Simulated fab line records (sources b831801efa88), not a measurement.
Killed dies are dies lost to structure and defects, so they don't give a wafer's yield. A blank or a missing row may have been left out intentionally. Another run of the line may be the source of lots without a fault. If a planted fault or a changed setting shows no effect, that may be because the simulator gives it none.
Matching of chambers + flow sky130 + SKY_PASSIVATION_ETCH_11 on rie-diel-01: 4 sister chambers
The step etches the open film in CF4/O2, stops on AlCu, target depth 725 nm, time 161.1 s. 14 wafers are shown with their chamber, then 7 later ones without.

## WAFERS PAIRED WITH THEIR CHAMBERS
| wafer  | chamber | throttle-valve-pct (%) | oes-product-au (a.u.) | rf-fwd-power-W (W) |
|--------|---------|------------------------|-----------------------|--------------------|
| L077.2 | 1       | 5.965                  | 0.974                 | 795.0              |
| L077.4 | 0       | 5.972                  | 0.986                 | 795.3              |
| L077.5 | 0       | 5.953                  | 0.989                 | 799.7              |
| L081.1 | 1       | 5.965                  | 0.978                 | 796.8              |
| L081.3 | 0       | 5.981                  | 0.980                 | 796.1              |
| L081.4 | 0       | 5.979                  | 0.985                 | 797.4              |
| L083.1 | 2       | 5.947                  | 0.983                 | 797.1              |
| L083.2 | 0       | 5.966                  | 0.974                 | 801.0              |
| L083.6 | 2       | 5.949                  | 0.972                 | 799.7              |
| L082.2 | 3       | 5.956                  | 0.952                 | 795.6              |
| L082.4 | 0       | 5.962                  | 0.984                 | 795.9              |
| L082.5 | 0       | 5.967                  | 0.981                 | 799.8              |
| L088.1 | 3       | 5.973                  | 0.975                 | 793.3              |
| L088.2 | 0       | 5.969                  | 0.972                 | 793.9              |

SIGNATURES, as means of the wafers listed above
| reading            | chamber 0 | chamber 1 | chamber 2 | chamber 3 | scatter within a chamber |
|--------------------|-----------|-----------|-----------|-----------|--------------------------|
| throttle-valve-pct | 5.96863   | 5.96500   | 5.94800   | 5.96450   | 0.00846                  |
| oes-product-au     | 0.98137   | 0.97600   | 0.97750   | 0.96350   | 0.0076                   |
| rf-fwd-power-W     | 797.388   | 795.900   | 798.400   | 794.450   | 2.29                     |
Rule: a wafer's distance from a chamber is the root of the sum, over the readings, of the square of ((its reading less the chamber's mean) divided by the reading's scatter). If the next closest chamber is less than 2 further off than the closest, the wafer can't be placed; otherwise it belongs to the closest. The scatter: take each reading less its chamber's mean, square it, sum over the shown wafers, divide by the number of wafers less the number of chambers, and take the root.

## WAFERS WITH NO CHAMBER GIVEN
| wafer  | throttle-valve-pct (%) | oes-product-au (a.u.) | rf-fwd-power-W (W) |
|--------|------------------------|-----------------------|--------------------|
| L088.6 | 5.971                  | 0.977                 | 794.2              |
| L090.1 | 5.953                  | 0.975                 | 798.1              |
| L090.2 | 5.972                  | 0.983                 | 796.7              |
| L090.5 | 5.955                  | 0.981                 | 797.5              |
| L094.1 | 5.971                  | 0.971                 | 795.4              |
| L094.2 | 5.967                  | 0.980                 | 797.3              |
| L094.6 | 5.951                  | 0.983                 | 794.9              |

## CHAMBER TAKEN BY EACH
| wafer  | from the rows above               | in truth |
|--------|-----------------------------------|----------|
| L088.6 | can't be placed: 1 or 0 or 3      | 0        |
| L090.1 | can't be placed: 2 or 1 or 0 or 3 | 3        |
| L090.2 | can't be placed: 0 or 1           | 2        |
| L090.5 | can't be placed: 2 or 1 or 0 or 3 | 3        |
| L094.1 | can't be placed: 1 or 3 or 0      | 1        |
| L094.2 | can't be placed: 0 or 1           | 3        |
| L094.6 | can't be placed: 2 or 1 or 0 or 3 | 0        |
Correct placement for 0 of the 7. These rows do not allow placing 7 (true chamber among the candidates in 5). 0 placed wrongly.
